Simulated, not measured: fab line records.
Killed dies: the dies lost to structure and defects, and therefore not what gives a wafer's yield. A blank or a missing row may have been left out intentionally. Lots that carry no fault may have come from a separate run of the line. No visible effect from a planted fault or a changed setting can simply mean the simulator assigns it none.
fab line records    flow sky130
record lots=5  wafers=14  lastDay=50
route steps=708 shown VT_ADJUST_NCORE@121 VT_ADJUST_HVTR@131 PAD_OPEN@708
lots that met no fault: from a run of the same line without faults
startH: hours from the record's opening day to when the first of the lot's shown wafers began    waitH: time in hours since the lot's previous step    " unchanged from the row above    L1.1+2: one row covering several wafers at once    - no value present, or no start provided    * or withheld: withheld    < > ~ a bound
route shown NAME@n: names a module that has steps shown in the file, with the first one's number in the route    usual: the fault-free wafers' mean and standard deviation    same: alike in all rows    chamber/n: place in a boat    sites: the reading at each site    _std_site: their standard deviation    _edge_site: mean of outer sites minus mean of inner sites    radiusMm: for every site, how far away it sits from the centre of the wafer    mask NAME#n: copy n    behind: tool/chamber where the wafer was last shaped    hold: reason for holding the lot/hours on hold/outcome of the hold    device: which transistor (n, p or np) failed to switch    end of line: tests run on the same wafers once the route is complete    a step without rows: its recipe alone    killed: the dies lost at the first sort to structure and to defects; this is not the yield of the wafer    map: per-die view of a wafer (x killed, . not killed, _ where there is no die)
set.NAME: setting as actually run; set.NAME@STEP: the setting as run at that earlier step    model.NAME: the simulator's own value behind a step, which no gauge read
lots at selected steps of the route; one table per step, one row per wafer
services: the hour from which a tool's chamber was out of use, counted from the record's first day as startH (under 0 if before that day), plus the number of hours and why
## steps
# step SKY_VT_ADJUST_NCORE_COAT_02
# recipe resist=NOVOLAK  spinRpm=3000  resistThkNm=1140
# step SKY_VT_ADJUST_NCORE_SOFTBAKE_03
# recipe tempC=90  timeS=60  resist=NOVOLAK
# step SKY_VT_ADJUST_NCORE_EXPOSE_04
# recipe maskId=LVTN_COMPLEMENT_THIN  na=0.6  sourceShape=conventional  sigmaOuter=0.6  polarization=unpolarized  targetCdNm=380  doseMj=139
# step SKY_VT_ADJUST_NCORE_PEB_05
# recipe tempC=withheld  timeS=*  resist=NOVOLAK
# step SKY_VT_ADJUST_NCORE_DEVELOP_06
# recipe resist=NOVOLAK  developer=TMAH  developTimeS=60  devTempC=23
# step SKY_VT_ADJUST_NCORE_CD_MEAS_07
# recipe targetCdNm=380
# usual cdNm=379.7/2.2
lot.wafer  tool      chamber  startH  waitH  cdNm
L595.4     cdSem-01  -        179.58  0.1    380.0
L595.5     "         -        "       "      379.8
L595.6     "         -        "       "      378.8
L599.1     cdSem-01  -        215.74  0.1    379.7
L599.2     "         -        "       "      379.4
L599.5     "         -        "       "      381.9
L602.2     cdSem-01  -        230.56  0.1    383.5
L602.6     "         -        "       "      383.2
L611.2     cdSem-02  -        298.44  0.1    380.2
L611.3     "         -        "       "      378.3
L611.4     "         -        "       "      379.5
L618.2     cdSem-02  -        341.71  0.1    378.9
L618.3     "         -        "       "      378.0
L618.6     "         -        "       "      378.4
# step SKY_VT_ADJUST_NCORE_OVL_MEAS_08
# usual VT_ADJUST_NCORE_OVL=0.2/1.6
lot.wafer  tool        chamber  startH  waitH  VT_ADJUST_NCORE_OVL[nm]
L595.4     overlay-02  -        179.66  0.1    2.6
L595.5     "           -        "       "      1.8
L595.6     "           -        "       "      1.7
L599.1     overlay-02  -        215.86  0.1    0.1
L599.2     "           -        "       "      1.5
L599.5     "           -        "       "      0.3
L602.2     overlay-01  -        230.67  0.1    1.3
L602.6     "           -        "       "      0.2
L611.2     overlay-01  -        298.55  0.1    -0.4
L611.3     "           -        "       "      -2.4
L611.4     "           -        "       "      -0.4
L618.2     overlay-02  -        341.82  0.1    2.0
L618.3     "           -        "       "      2.0
L618.6     "           -        "       "      1.1
# step SKY_VT_ADJUST_NCORE_IMPLANT_09
# recipe species=B  energyKev=10  doseCm2=2.4e+12  tiltDeg=withheld
# step SKY_VT_ADJUST_NCORE_STRIP_10
# recipe chemistry=O2/N2  powerW=1400  pressureMtorr=1500  platenTempC=withheld  o2FlowSccm=3000  n2FlowSccm=300  overashFraction=0.5
# usual drypumpMotorCurrentA=5.5/0.33  oesProductAu=0.716/0.0045  stripTimeToEndpointS=14.16/0.038
# same overashFraction=0.5
lot.wafer  tool            chamber  startH  waitH  drypumpMotorCurrentA  oesProductAu  rfHoursCounterH  stripTimeToEndpointS
L595.4     plasmaAsher-02  0        179.86  0.1    5.6                   0.718         -                14.13
L595.5     "               0        "       "      5.7                   0.714         -                14.11
L595.6     "               1        "       "      5.1                   0.712         -                14.15
L599.1     plasmaAsher-02  1        216.05  0.1    5.1                   0.714         53               14.18
L599.2     "               0        "       "      5.6                   0.713         53               14.12
L599.5     "               1        "       "      5.1                   0.720         -                14.16
L602.2     plasmaAsher-01  0        230.85  0.1    5.1                   0.726         54               14.16
L602.6     "               1        "       "      5.6                   0.721         -                14.15
L611.2     plasmaAsher-01  0        298.73  0.1    5.2                   0.711         60               14.23
L611.3     "               0        "       "      5.2                   0.719         -                14.16
L611.4     "               1        "       "      5.5                   0.719         -                14.21
L618.2     plasmaAsher-01  0        342.00  0.1    5.1                   0.720         63               14.14
L618.3     "               1        "       "      5.5                   0.721         -                14.18
L618.6     "               1        "       "      5.5                   0.717         -                14.13
# step SKY_VT_ADJUST_NCORE_TW_MEAS_11
# usual VT_ADJUST_NCORE_TW=217.0/2.2
lot.wafer  tool          chamber  startH  waitH  VT_ADJUST_NCORE_TW
L595.4     filmMetro-04  -        179.96  0.1    221.4
L595.5     "             -        "       "      221.6
L595.6     "             -        "       "      220.1
L599.1     filmMetro-01  -        216.15  0.1    213.7
L599.2     "             -        "       "      214.7
L599.5     "             -        "       "      213.9
L602.2     filmMetro-04  -        230.96  0.1    220.2
L602.6     "             -        "       "      219.6
L611.2     filmMetro-02  -        298.84  0.1    218.6
L611.3     "             -        "       "      217.6
L611.4     "             -        "       "      217.1
L618.2     filmMetro-01  -        342.11  0.1    214.4
L618.3     "             -        "       "      216.3
L618.6     "             -        "       "      216.9
# step SKY_VT_ADJUST_HVTR_DEHYDRATE_00
# recipe tempC=200  timeS=60
# step SKY_VT_ADJUST_HVTR_HMDS_01
# recipe primeTimeS=60  primeTempC=120
# step SKY_VT_ADJUST_HVTR_COAT_02
# recipe resist=NOVOLAK  spinRpm=3000  resistThkNm=1140
lot.wafer  tool           chamber  startH  waitH  model.NOVOLAK_of_VT_ADJUST_HVTR_COAT_02.thkNm
L595.4     lithoTrack-03  0        190.02  0.1    1137
L595.5     "              0        "       "      1133
L595.6     "              0        "       "      1131
L599.1     lithoTrack-03  0        226.39  0.1    1144
L599.2+5   "              0        "       "      1142
L602.2     lithoTrack-03  0        242.27  0.1    1140
L602.6     "              0        "       "      1208
L611.2     lithoTrack-04  0        310.27  0.1    1141
L611.3     "              0        "       "      1143
L611.4     "              0        "       "      1142
L618.2     lithoTrack-02  0        355.05  0.1    1143
L618.3     "              0        "       "      1142
L618.6     "              0        "       "      1141
# step SKY_VT_ADJUST_HVTR_SOFTBAKE_03
# recipe tempC=90  timeS=60  resist=NOVOLAK
# step SKY_VT_ADJUST_HVTR_EXPOSE_04
# recipe maskId=HVTRM  targetCdNm=380  na=0.6  sourceShape=conventional  sigmaOuter=0.6  doseMj=150
# step SKY_VT_ADJUST_HVTR_PEB_05
# recipe tempC=withheld  timeS=*  resist=NOVOLAK
# step SKY_VT_ADJUST_HVTR_DEVELOP_06
# recipe developTimeS=60  devTempC=23
lot.wafer  tool           chamber  startH  waitH  model.NOVOLAK_of_VT_ADJUST_HVTR_COAT_02.thkNm
L595.4     lithoTrack-04  0        201.22  0.1    1137
L595.5     "              0        "       "      1133
L595.6     "              0        "       "      1131
L599.1     lithoTrack-02  0        237.22  0.1    1144
L599.2+5   "              0        "       "      1142
L602.2     lithoTrack-04  0        253.47  0.1    1140
L602.6     "              0        "       "      1207
L611.2     lithoTrack-04  0        323.27  0.1    1141
L611.3     "              0        "       "      1143
L611.4     "              0        "       "      1142
L618.2     lithoTrack-04  0        369.52  0.1    1143
L618.3+6   "              0        "       "      1141
# step SKY_VT_ADJUST_HVTR_CD_MEAS_07
# recipe targetCdNm=380
# usual cdNm=380.5/2.5
lot.wafer  tool      chamber  startH  waitH  cdNm
L595.4     cdSem-01  -        201.36  0.1    379.8
L595.5     "         -        "       "      377.2
L595.6     "         -        "       "      379.0
L599.1     cdSem-01  -        237.37  0.1    384.9
L599.2     "         -        "       "      383.7
L599.5     "         -        "       "      381.2
L602.2     cdSem-02  -        253.62  0.1    379.9
L602.6     "         -        "       "      374.4
L611.2     cdSem-01  -        323.42  0.1    379.4
L611.3     "         -        "       "      379.7
L611.4     "         -        "       "      376.2
L618.2     cdSem-01  -        369.67  0.1    380.4
L618.3     "         -        "       "      378.4
L618.6     "         -        "       "      379.9
# step SKY_VT_ADJUST_HVTR_OVL_MEAS_08
# usual VT_ADJUST_HVTR_OVL=0.0/1.5
lot.wafer  tool        chamber  startH  waitH  VT_ADJUST_HVTR_OVL[nm]
L595.4     overlay-02  -        201.44  0.1    2.6
L595.5     "           -        "       "      0.8
L595.6     "           -        "       "      1.7
L599.1     overlay-02  -        237.49  0.1    0.2
L599.2     "           -        "       "      0.6
L599.5     "           -        "       "      0.1
L602.2     overlay-02  -        253.72  0.1    1.9
L602.6     "           -        "       "      -0.2
L611.2     overlay-01  -        323.52  0.1    0.6
L611.3     "           -        "       "      -1.8
L611.4     "           -        "       "      -0.1
L618.2     overlay-02  -        369.77  0.1    0.0
L618.3     "           -        "       "      1.0
L618.6     "           -        "       "      1.3
# step SKY_VT_ADJUST_HVTR_IMPLANT_09
# recipe species=B  energyKev=10  doseCm2=2.1e+12  tiltDeg=withheld
# step SKY_VT_ADJUST_HVTR_STRIP_10
# recipe chemistry=O2/N2  powerW=1400  pressureMtorr=1500  platenTempC=withheld  o2FlowSccm=3000  n2FlowSccm=300  overashFraction=0.5
# usual drypumpMotorCurrentA=5.27/0.25  oesProductAu=0.716/0.0042  stripTimeToEndpointS=14.16/0.045
# same overashFraction=0.5
lot.wafer  tool            chamber  startH  waitH  drypumpMotorCurrentA  oesProductAu  rfHoursCounterH  stripTimeToEndpointS
L595.4     plasmaAsher-01  0        201.64  0.1    5.15                  0.716         -                14.14
L595.5     "               0        "       "      5.14                  0.719         -                14.08
L595.6     "               1        "       "      5.54                  0.714         -                14.08
L599.1     plasmaAsher-01  1        237.68  0.1    5.56                  0.705         54               14.21
L599.2     "               0        "       "      5.14                  0.718         54               14.19
L599.5     "               1        "       "      5.56                  0.721         -                14.19
L602.2     plasmaAsher-02  0        253.90  0.1    5.66                  0.714         57               14.17
L602.6     "               1        "       "      5.14                  0.715         -                14.93
L611.2     plasmaAsher-03  0        323.70  0.1    5.48                  0.715         20               14.18
L611.3     "               0        "       "      5.46                  0.724         -                14.21
L611.4     "               1        "       "      4.93                  0.716         -                14.19
L618.2     plasmaAsher-03  0        369.95  0.1    5.43                  0.709         25               14.21
L618.3     "               1        "       "      4.95                  0.715         -                14.19
L618.6     "               1        "       "      4.97                  0.715         -                14.19
# step SKY_VT_ADJUST_HVTR_TW_MEAS_11
# usual VT_ADJUST_HVTR_TW=210.2/1
lot.wafer  tool          chamber  startH  waitH  VT_ADJUST_HVTR_TW
L595.4     filmMetro-04  -        201.73  0.1    211.3
L595.5     "             -        "       "      211.4
L595.6     "             -        "       "      211.5
L599.1     filmMetro-02  -        237.78  0.1    209.3
L599.2     "             -        "       "      209.3
L599.5     "             -        "       "      209.2
L602.2     filmMetro-02  -        254.01  0.1    209.3
L602.6     "             -        "       "      209.3
L611.2     filmMetro-03  -        323.81  0.1    210.3
L611.3     "             -        "       "      210.1
L611.4     "             -        "       "      210.2
L618.2     filmMetro-02  -        370.06  0.1    208.6
L618.3     "             -        "       "      209.5
L618.6     "             -        "       "      209.2
# step SKY_PAD_OPEN_PROBE_99
# usual killed_at_M0_to_M3=43/6.5  killed_at_M4_up=3.5/1.9  killedAtContacts=24/5.4  killedAtFrontEnd=16/4.8  killedAtOther=0.4/0.64  killedDies=87/9.4  killedOpen=47/7  killedShort=40/6.3
# same grossDies=492  killedAtBackSide=0
lot.wafer  tool       chamber  startH   waitH  killed_at_M0_to_M3  killed_at_M4_up  killedAtContacts  killedAtFrontEnd  killedAtOther  killedDies  killedOpen  killedShort
L599.1     prober-01  -        1118.85  0.1    36                  2                27                15                1              81          42          39
L599.2     prober-01  -        1118.90  0.1    38                  2                23                19                2              84          41          41
L599.5     prober-01  -        1119.05  0.2    33                  7                23                17                0              80          37          43
L611.3     prober-02  -        1165.20  0.2    46                  5                22                17                1              91          43          48
# killed by level:class
L599.1 CONTACT:geometricParticle:open=13 VIA1:geometricParticle:open=7 CONTACT:geometricParticle:short=6 LI_CONTACT:geometricParticle:open=5 FIELD_ISO:geometricParticle:open=4 POLY_GATE:geometricParticle:short=4 VIA2:geometricParticle:open=4 METAL3:geometricParticle:short=4
L599.2 VIA2:geometricParticle:open=11 LOCAL_INTERCONNECT:geometricParticle:short=9 CONTACT:geometricParticle:open=7 METAL1:geometricParticle:short=5 LI_CONTACT:geometricParticle:open=5 METAL2:geometricParticle:short=5 VIA2:geometricParticle:short=5 VIA3:geometricParticle:open=5
L599.5 VIA1:geometricParticle:open=6 LI_CONTACT:geometricParticle:open=5 LOCAL_INTERCONNECT:geometricParticle:short=5 CONTACT:geometricParticle:short=5 CONTACT:geometricParticle:open=5 VIA2:geometricParticle:short=5 METAL4:geometricParticle:short=5 FIELD_ISO:geometricParticle:open=4
L611.3 VIA3:geometricParticle:open=9 LOCAL_INTERCONNECT:geometricParticle:short=7 VIA1:geometricParticle:short=7 VIA1:geometricParticle:open=7 CONTACT:geometricParticle:open=6 VIA2:geometricParticle:open=6 METAL1:geometricParticle:short=5 POLY_GATE:geometricParticle:open=4
## services
tool            chamber  startH  hours  kind
plasmaAsher-01  -        249.75  5.9    repair
plasmaAsher-03  -        285.26  2.8    pm
plasmaAsher-01  -        311.74  1.2    repair
plasmaAsher-01  -        324.63  8.0    repair
## key
firstSign step=SKY_VT_ADJUST_HVTR_STRIP_10  reading=stripTimeToEndpointS  direction=up  sigmas=17  usual=*  struck=*
effect none on later readings
modelEffect step=SKY_VT_ADJUST_HVTR_COAT_02  value=NOVOLAK_of_VT_ADJUST_HVTR_COAT_02.thkNm  without=1140  struck=1208
modelEffect step=SKY_VT_ADJUST_HVTR_DEVELOP_06  value=NOVOLAK_of_VT_ADJUST_HVTR_COAT_02.thkNm  without=1140  struck=1207
metAt SKY_VT_ADJUST_HVTR_COAT_02
struckWafers L602.6
testerLeftOut L602
onsetBetween 226.39 242.27
fault kind=processParameterDrift  tool=lithoTrack-03  chamber=-  onsetH=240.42  steps=SKY_VT_ADJUST_HVTR_COAT_02  channel=resistThkNm  offset=67.95  shape=step  endH=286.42  scope=struckWafersOnly  actsIn=theseRecipesOnly  stated=1140
# testerLeftOut: of these lots the tester's yield and bins aren't shown, on N5 and GAA mostly nor the transistor test; their killed dies are dies lost to structure and defects alone, not to doping, threshold or leakage, so they don't give the yield
